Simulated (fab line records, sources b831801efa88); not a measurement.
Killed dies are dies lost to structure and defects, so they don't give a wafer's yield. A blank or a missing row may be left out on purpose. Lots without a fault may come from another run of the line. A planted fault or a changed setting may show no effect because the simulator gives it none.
A struck lot beside a sound one | flow sky130 | 16 steps out of a route of 708
Sound: wafers L228.3, L228.4, L228.5. Struck: wafers L215.4, L215.5, L215.6. The cause comes at the end.
At each step with rows: each side's tool, then ch and its chambers, then its first start. Under that, the readings that differ: sound wafers | struck wafers | difference of the means | sigmas: that difference in standard deviations of wafers without a fault.
alike: readings whose means differ by less than 2 such deviations, and words and numbers that are the same on both sides. not compared: withheld readings, readings that some wafer has no value for, bounds like >300 that may hide the same value, and numbers for which the record gives no deviation and whose values overlap.
The two part at a step that has a row with sigmas, a row that says differs or no value, or rows on one side only. Numbers that don't overlap but have no deviation are shown without sigmas and don't part them. A reading that every wafer of one side lacks parts them only if that side has two wafers or more.

SKY_VT_ADJUST_LVTN_OVL_MEAS_07:
  sound on overlay-01, day 12 06:12; struck on overlay-02, day 9 04:36
  alike: VT_ADJUST_LVTN_OVL
then, 1 step without rows for these wafers: SKY_VT_ADJUST_LVTN_IMPLANT_08.
SKY_VT_ADJUST_LVTN_STRIP_09: strips in O2/N2.
  sound on plasma_asher-02 ch 0,1, day 12 06:24; struck on plasma_asher-02 ch 0,1, day 9 04:48
  alike: drypump_motor_current_A, oes_product_au, strip_time_to_endpoint_s
  not compared: rf_hours_counter_h
SKY_VT_ADJUST_LVTN_TW_MEAS_10:
  sound on film_metro-04, day 12 06:29; struck on film_metro-03, day 9 04:54
  reading           | sound             | struck            | difference | sigmas
  VT_ADJUST_LVTN_TW | 242.2 242.8 243.8 | 240.4 240.3 238.4 | -3.2       | -2
then, 7 steps without rows for these wafers: SKY_VT_ADJUST_LVTN_DEHYDRATE_11 (time 60 s); SKY_VT_ADJUST_LVTN_HMDS_12 (prime time 60 s); SKY_VT_ADJUST_LVTN_COAT_13 (resist thk 1140 nm); SKY_VT_ADJUST_LVTN_SOFTBAKE_14 (time 60 s); SKY_VT_ADJUST_LVTN_EXPOSE_15 (exposes mask HVN STD DERIVED, target cd 600 nm); SKY_VT_ADJUST_LVTN_PEB_16; SKY_VT_ADJUST_LVTN_DEVELOP_17 (develop time 60 s).
SKY_VT_ADJUST_LVTN_OVL_MEAS_18:
  sound on overlay-01, day 13 09:00; struck on overlay-02, day 10 02:44
  alike: VT_ADJUST_LVTN_01_OVL
SKY_VT_ADJUST_LVTN_IMPLANT_19:
  sound on implanter-03 ch 0, day 13 09:04; struck on implanter-01 ch 0, day 10 03:09
SKY_VT_ADJUST_LVTN_STRIP_20: strips in O2/N2.
  sound on plasma_asher-04 ch 0,1, day 13 09:12; struck on plasma_asher-03 ch 0,1, day 10 03:16
  alike: drypump_motor_current_A, oes_product_au, strip_time_to_endpoint_s
  not compared: rf_hours_counter_h
SKY_VT_ADJUST_LVTN_TW_MEAS_21:
  sound on film_metro-03, day 13 09:17; struck on film_metro-04, day 10 03:22
  reading             | sound             | struck            | difference | sigmas
  VT_ADJUST_LVTN_2_TW | 188.0 187.5 187.5 | 231.0 229.8 230.0 | +42.6      | +30
then, 1 step without rows for these wafers: SKY_VT_ADJUST_NCORE_DEHYDRATE_00 (time 60 s).

WHERE THEY PART
First at SKY_VT_ADJUST_LVTN_TW_MEAS_10; last, within this record, at SKY_VT_ADJUST_LVTN_TW_MEAS_21.

WHY: what the simulator had put in
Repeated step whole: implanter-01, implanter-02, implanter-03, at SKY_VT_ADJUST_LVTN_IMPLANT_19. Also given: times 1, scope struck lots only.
